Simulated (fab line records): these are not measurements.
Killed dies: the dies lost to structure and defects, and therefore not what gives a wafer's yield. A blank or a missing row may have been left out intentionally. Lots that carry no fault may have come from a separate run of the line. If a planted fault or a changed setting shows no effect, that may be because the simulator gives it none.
One fault through the eyes of 2 desks | flow sky130 | what lay behind the numbers comes last; until then each desk has only its own

## FOR THE TOOL OWNER'S DESK: plasma_asher-04
The tool's own readings at SKY_VT_ADJUST_HVTR_STRIP_10 (strips in O2/N2): means of the sampled wafers that have a number, for each lot that ran on this tool. Marked OUT: a lot whose mean sits more than 4 standard deviations from the usual mean, which makes it out of limits; the brackets give that distance.
Columns: A = drypump_motor_current_A at SKY_VT_ADJUST_HVTR_STRIP_10, usual 6.0 A; B = oes_product_au at SKY_VT_ADJUST_HVTR_STRIP_10, usual 0.716 a.u.; C = strip_time_to_endpoint_s at SKY_VT_ADJUST_HVTR_STRIP_10, usual 14.19 s
lot  | first seen here | A   | B     | C
L215 | day 9 09:38     | 6.0 | 0.722 | 14.18
L216 | day 9 13:15     | 5.7 | 0.717 | 14.19
L220 | day 11 04:23    | 5.9 | 0.717 | 14.20
L228 | day 13 12:10    | 5.9 | 0.717 | 14.17
L230 | day 14 04:59    | 5.6 | 0.718 | 14.10
This desk's verdict: no lot among the 5 shows anything out of limits.

## AT THE METROLOGY DESK
Lot by lot, what the gauges showed, no matter which tool ran the lot: averages of those sampled wafers that carry a number. Marked OUT: a lot whose mean sits more than 4 standard deviations from the usual mean, which makes it out of limits; the brackets give that distance.
Columns: A = CAP2M_TIN_THK at SKY_CAP2M_THK_MEAS_04, usual 202.0 nm
lot  | first seen here | A
L215 | day 39 16:02    | 200.9
L216 | day 39 16:22    | 204.0
L218 | day 40 11:45    | 200.5
L219 | day 40 13:59    | 201.6
L220 | day 41 12:10    | 202.3
L221 | day 41 17:59    | 197.0
L223 | day 42 08:45    | 201.8
L225 | day 43 01:54    | 197.9
L228 | day 43 13:29    | 203.3
L230 | day 44 06:03    | 204.1
L231 | day 44 12:29    | 202.5
L237 | day 45 16:53    | 200.8
L238 | day 46 05:35    | 203.4
This desk's verdict: no lot among the 13 shows anything out of limits.

## BROUGHT TOGETHER
The tool owner's desk saw nothing out of limits.
Nothing out of limits was seen by the metrology desk.

## WHAT THE SIMULATOR HAD PUT IN
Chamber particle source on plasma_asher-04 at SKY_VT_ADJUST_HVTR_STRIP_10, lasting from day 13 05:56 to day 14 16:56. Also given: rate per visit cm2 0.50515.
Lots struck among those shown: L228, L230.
